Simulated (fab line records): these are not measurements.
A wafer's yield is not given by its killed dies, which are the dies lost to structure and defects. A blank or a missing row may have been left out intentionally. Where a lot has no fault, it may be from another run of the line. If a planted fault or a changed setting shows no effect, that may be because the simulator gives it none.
One fault seen from 2 desks -- flow gf180mcu -- only its own numbers are on each desk; what lay behind them is given at the end

## AT THE TOOL OWNER'S DESK: implanter-04
For each lot that ran on this tool, the mean over its sampled wafers that have a number, from the tool's own readings at GF_LVPWELL_IMPLANT_08. Marked OUT: a lot whose mean sits more than 4 standard deviations from the usual mean, which makes it out of limits; the brackets give that distance.
Columns: A = doseIonsCm2 at GF_LVPWELL_IMPLANT_08, usual 1.4999e+13; B = faradayCurrentUA at GF_LVPWELL_IMPLANT_08, usual 85.0; C = tiltDeg at GF_LVPWELL_IMPLANT_08, usual 0.000 degrees
lot,first seen here,A,B,C
L721,day 4 02:57,1.5021e+13,83.7,0.020
L726,day 5 05:41,2.4685e+13 (+99 or more) OUT,143.6 (+34) OUT,0.006
L728,day 5 17:10,2.4703e+13 (+99 or more) OUT,140.4 (+33) OUT,0.015
L738,day 8 01:31,1.5001e+13,87.7,0.002
L742,day 9 01:19,1.4985e+13,85.6,-0.002
L743,day 9 06:43,1.5020e+13,83.2,-0.008
This desk's verdict: out of limits on L726, L728, starting with L726 at day 5 05:41 (doseIonsCm2 at GF_LVPWELL_IMPLANT_08). L721, L738, L742, L743: within limits.

## AT THE METROLOGY DESK
What the gauges read for every lot (on any tool): the sampled wafers with a number, averaged. Marked OUT: a lot whose mean sits more than 4 standard deviations from the usual mean, which makes it out of limits; the brackets give that distance.
Columns: A = STI_OXIDATION_THK at GF_STI_THK_MEAS_02, usual 10.04 nm; B = NWELL_OVL at GF_NWELL_OVL_MEAS_07, usual 0.0 nm; C = LVPWELL_TW at GF_LVPWELL_TW_MEAS_11, usual 557; D = LVPWELL_RS at GF_VT_IMPLANT_RS_MEAS_48, usual 1198.6 ohm/sq
lot,first seen here,A,B,C,D
L720,day 1 11:31,9.95,-0.3,560,1196.3
L721,day 1 16:31,10.18,1.4,557,1197.1
L722,day 1 21:31,10.03,1.7,560,1198.7
L725,day 2 12:54,10.20,-0.1,561,1198.4
L726,day 2 17:31,10.19,0.5,641 (+19) OUT,931.3 (-99) OUT
L727,day 2 22:37,9.84,-0.8,557,1194.7
L728,day 3 04:13,10.10,-0.9,641 (+19) OUT,933.2 (-98) OUT
L732,day 3 23:32,9.97,2.5,552,1199.0
L738,day 5 05:57,9.96,-1.4,551,1200.8
L741,day 5 20:32,9.85,-2.0,561,1197.3
L742,day 6 02:07,10.18,-1.6,558,1201.0
L743,day 6 07:29,10.15,-0.3,551,1196.4
This desk's finding: out of limits on L726, L728; first on L726, day 5 06:05 (LVPWELL_TW at GF_LVPWELL_TW_MEAS_11). L720, L721, L722, L725, L727, L732, L738, L741, L742, L743: within limits.

## PUT TOGETHER
The tool owner's desk could have raised an alarm at day 5 05:41, on L726, L728.
L726, L728 would have let the metrology desk raise an alarm at day 5 06:05.
All the named lots went through GF_LVPWELL_IMPLANT_08 on implanter-04.

## WHAT HAD BEEN PUT IN BY THE SIMULATOR
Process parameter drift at GF_LVPWELL_IMPLANT_08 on implanter-04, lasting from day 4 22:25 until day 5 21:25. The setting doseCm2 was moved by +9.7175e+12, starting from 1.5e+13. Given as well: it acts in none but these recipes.
Struck lots among those shown: L726, L728.
Counting hours from when the fault started, the first reading out of limits came at 7 for the tool owner's desk and at 8 for the metrology desk.
